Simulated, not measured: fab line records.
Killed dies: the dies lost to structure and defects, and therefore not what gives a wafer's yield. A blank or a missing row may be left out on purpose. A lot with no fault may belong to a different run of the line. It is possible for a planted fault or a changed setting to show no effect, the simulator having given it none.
What tool caused it? -- flow sfq line -- 14 lots with 42 wafers sampled at 6 steps, on a route of 325 steps

WHAT THE GAUGES READ, wafer by wafer
SFQ_M8_BOW_MEAS_951.
lot,measured,on,M8_BOW (um)
L603,day 79 08:47,film metro-04,3 1 7
L605,day 83 20:48,film metro-04,7 21 24
L608,day 84 12:13,film metro-03,-4 3 -21
L609,day 84 15:49,film metro-03,5 2 5
L610,day 85 01:26,film metro-03,4 -3 -2
L618,day 86 07:26,film metro-03,12 21 4
L619,day 88 02:35,film metro-01,30 34 25
L620,day 88 06:08,film metro-01,22 23 19
L621,day 90 03:31,film metro-04,18 23 15
L622,day 90 04:43,film metro-04,18 22 22
L623,day 92 06:08,film metro-01,0 2 5
L624,day 92 12:10,film metro-01,24 20 28
L625,day 92 14:32,film metro-03,30 14 11
L626,day 93 03:49,film metro-01,5 13 9

WHAT TOOL EACH LOT RAN ON (gives the tool, then ch and the chambers of the sampled wafers, and finally the start)
lot,SFQ_TRILAYER_R5_DEP_SPUTTER_134,SFQ_TRILAYER_I7_DEP_PECVD_183,SFQ_TRILAYER_I7_VIA_ETCH_VIA_ETCH_190,SFQ_TRILAYER_I7_VIA_STRIP_STRIP_191,SFQ_TRILAYER_M8_LITHO_EXPOSE_194
L603,"pvd sputter-05, day 65 11:07","pecvd-03 ch 0,2, day 78 20:10","rie diel-01 ch 0,1, day 79 02:53","rie metal-02 ch 0,1, day 79 03:13","krf scanner-01 ch 0, day 79 06:31"
L605,"pvd sputter-04, day 70 06:51","pecvd-03 ch 0,1,2, day 83 07:10","rie diel-01 ch 0,2,3, day 83 14:57","rie metal-01 ch 0,1, day 83 15:04","krf scanner-01 ch 0, day 83 18:10"
L608,"pvd sputter-04, day 70 12:50","pecvd-03 ch 1,2, day 83 13:28","rie diel-01 ch 1,2,3, day 84 00:33","rie metal-01 ch 0,1, day 84 00:40","krf scanner-01 ch 0, day 84 09:46"
L609,"pvd sputter-06, day 70 14:03","pecvd-04 ch 0,1, day 83 14:40","rie diel-03 ch 0,2, day 84 02:57","rie metal-04 ch 0,1, day 84 03:04","krf scanner-01, day 84 13:22"
L610,"pvd sputter-05, day 70 17:39","pecvd-01 ch 0,1, day 83 18:16","rie diel-01 ch 0,1, day 84 08:45","rie metal-02 ch 0,1, day 84 09:04","krf scanner-01, day 84 23:10"
L618,"pvd sputter-05, day 74 07:13","pecvd-01 ch 1,2, day 85 00:07","rie diel-03 ch 1,2,3, day 85 15:57","rie metal-02 ch 0,1, day 85 16:16","krf scanner-01 ch 0, day 86 05:10"
L619,"pvd sputter-05, day 74 19:19","pecvd-04 ch 0,1,2, day 87 10:49","rie diel-04 ch 2,3, day 87 20:05","rie metal-04 ch 0,1, day 87 20:24","krf scanner-01 ch 0, day 88 00:19"
L620,"pvd sputter-06, day 75 08:01","pecvd-03 ch 0,1, day 87 12:01","rie diel-03 ch 0,2, day 87 23:05","rie metal-04 ch 0, day 87 23:12","krf scanner-01 ch 0, day 88 03:31"
L621,"pvd sputter-06, day 75 19:38","pecvd-04 ch 1,2, day 88 10:49","rie diel-04 ch 0,1, day 89 22:38","rie metal-02 ch 0,1, day 89 22:45","krf scanner-01 ch 0, day 90 01:04"
L622,"pvd sputter-06, day 76 03:16","pecvd-03 ch 0,2, day 88 19:13","rie diel-01 ch 0,2,3, day 89 23:50","rie metal-04 ch 0,1, day 89 23:57","krf scanner-01 ch 0, day 90 02:16"
L623,"pvd sputter-04, day 76 11:21","pecvd-01 ch 1,2, day 91 15:19","rie diel-03 ch 1,2, day 92 00:16","rie metal-04 ch 0,1, day 92 00:22","krf scanner-01 ch 0, day 92 03:30"
L624,"pvd sputter-05, day 76 14:47","pecvd-03 ch 0,1,2, day 91 19:21","rie diel-03 ch 0,1,3, day 92 06:17","rie metal-04 ch 0,1, day 92 06:35","krf scanner-01 ch 0, day 92 09:54"
L625,"pvd sputter-06, day 76 17:24","pecvd-04 ch 0,1, day 91 21:44","rie diel-04 ch 0,2, day 92 07:29","rie metal-02 ch 0,1, day 92 07:35","krf scanner-01 ch 0, day 92 11:54"
L626,"pvd sputter-04, day 76 18:43","pecvd-03 ch 1,2, day 92 00:08","rie diel-03 ch 0,1,2, day 92 14:41","rie metal-04 ch 0, day 92 14:47","krf scanner-01 ch 0, day 93 01:06"
- SFQ_TRILAYER_R5_DEP_SPUTTER_134: material Ti, target thk 5 nm, time 5 s.
- SFQ_TRILAYER_I7_DEP_PECVD_183: deposits SiO2 from SiH4/N2O, time 111.11 s, target thk 500 nm.
- SFQ_TRILAYER_I7_VIA_ETCH_VIA_ETCH_190: etches SiO2 in CHF3, stops on Nb, target depth 260 nm.
- SFQ_TRILAYER_I7_VIA_STRIP_STRIP_191: strips in O2.
- SFQ_TRILAYER_M8_LITHO_EXPOSE_194: exposes mask M8, target cd 2000 nm.

WHAT THE TOOLS THEMSELVES READ (means of the sampled wafers that have a number; where no wafer has one, the mark that the record gives instead)
SFQ_TRILAYER_R5_DEP_SPUTTER_134.
lot,tool,throttle valve pct (%)
L603,pvd sputter-05,29.9
L605,pvd sputter-04,29.5
L608,pvd sputter-04,29.7
L609,pvd sputter-06,30.7
L610,pvd sputter-05,29.3
L618,pvd sputter-05,30.4
L619,pvd sputter-05,30.4
L620,pvd sputter-06,30.2
L621,pvd sputter-06,29.7
L622,pvd sputter-06,29.3
L623,pvd sputter-04,29.5
L624,pvd sputter-05,29.8
L625,pvd sputter-06,30.4
L626,pvd sputter-04,29.4

SFQ_TRILAYER_I7_DEP_PECVD_183.
lot,tool,chamber pressure Torr (Torr),heater power outer w (W),heater power w (W),throttle valve pct (%)
L603,pecvd-03,2.401,25,77,25.3
L605,pecvd-03,2.399,29,85,25.3
L608,pecvd-03,2.399,38,98,26.2
L609,pecvd-04,-,-,-,-
L610,pecvd-01,-,-,-,-
L618,pecvd-01,2.398,29,91,27.4
L619,pecvd-04,2.404,38,93,23.4
L620,pecvd-03,2.406,20,71,24.5
L621,pecvd-04,2.392,47,103,23.3
L622,pecvd-03,2.401,22,73,25.4
L623,pecvd-01,2.400,30,93,28.2
L624,pecvd-03,2.403,31,87,25.1
L625,pecvd-04,2.395,34,88,23.8
L626,pecvd-03,2.394,38,100,26.4

SFQ_TRILAYER_I7_VIA_ETCH_VIA_ETCH_190.
lot,tool,drypump motor current A (A),oes product au (a.u.)
L603,rie diel-01,6.3,0.855
L605,rie diel-01,6.0,0.855
L608,rie diel-01,6.3,0.850
L609,rie diel-03,6.1,0.376
L610,rie diel-01,6.3,0.380
L618,rie diel-03,5.8,0.853
L619,rie diel-04,5.8,0.857
L620,rie diel-03,6.1,0.855
L621,rie diel-04,6.0,0.848
L622,rie diel-01,5.9,0.854
L623,rie diel-03,5.9,0.855
L624,rie diel-03,5.9,0.848
L625,rie diel-04,5.3,0.854
L626,rie diel-03,6.0,0.859

SFQ_TRILAYER_I7_VIA_STRIP_STRIP_191.
lot,tool,drypump motor current A (A),oes product au (a.u.)
L603,rie metal-02,5.84,0.994
L605,rie metal-01,5.79,1.000
L608,rie metal-01,5.73,1.003
L609,rie metal-04,5.23,0.998
L610,rie metal-02,5.90,1.001
L618,rie metal-02,5.85,1.000
L619,rie metal-04,5.22,0.994
L620,rie metal-04,5.17,1.001
L621,rie metal-02,5.87,0.999
L622,rie metal-04,5.27,1.000
L623,rie metal-04,5.28,0.995
L624,rie metal-04,5.22,0.996
L625,rie metal-02,5.94,1.003
L626,rie metal-04,5.16,0.996

SFQ_TRILAYER_M8_LITHO_EXPOSE_194.
lot,tool,exposure dose mJ cm2,focus offset nm (nm)
L603,krf scanner-01,14.401,0.0
L605,krf scanner-01,14.421,-0.6
L608,krf scanner-01,14.399,0.2
L609,krf scanner-01,-,-
L610,krf scanner-01,-,-
L618,krf scanner-01,14.407,-0.2
L619,krf scanner-01,14.387,-0.1
L620,krf scanner-01,14.394,-0.3
L621,krf scanner-01,14.407,0.2
L622,krf scanner-01,14.389,0.2
L623,krf scanner-01,14.401,-0.1
L624,krf scanner-01,14.401,0.0
L625,krf scanner-01,14.398,-0.6
L626,krf scanner-01,14.407,-0.4

THE ANSWER, worked out from the rows above alone
Rule: the lots themselves supply what counts as usual. Put in order of their means at a reading, lots are off if they are a third of the lots or fewer, leave a main group of 4 or more, and stand apart from it by a gap of 3 or more times the standard deviation of the main group's means; of several such gaps the widest counts. If all means in a main group match to the digits the tables above print for the reading, that group is not used. Also off: a lot with no number at a reading for which 4 or more lots have one. All remaining lots with rows at the step are treated as sound. After the gauges, taken in route order, come the tools' own readings; for these a lot's mean is taken, as printed above. At the first step where some lot is off, the reading lying furthest off is the one used; lots without a number count as furthest.
Off, at SFQ_TRILAYER_I7_DEP_PECVD_183 on chamber pressure Torr: L609, L610. Without a number there: L609, L610. Mean 2.399 Torr and standard deviation 0.004 in the main group.
If a tool, at that step or one of the process steps before it, ran each lot that is off and ran no sound lot following the first of them, it fits. Not one of the candidates tried fits.

WHAT HAD BEEN PUT IN BY THE SIMULATOR
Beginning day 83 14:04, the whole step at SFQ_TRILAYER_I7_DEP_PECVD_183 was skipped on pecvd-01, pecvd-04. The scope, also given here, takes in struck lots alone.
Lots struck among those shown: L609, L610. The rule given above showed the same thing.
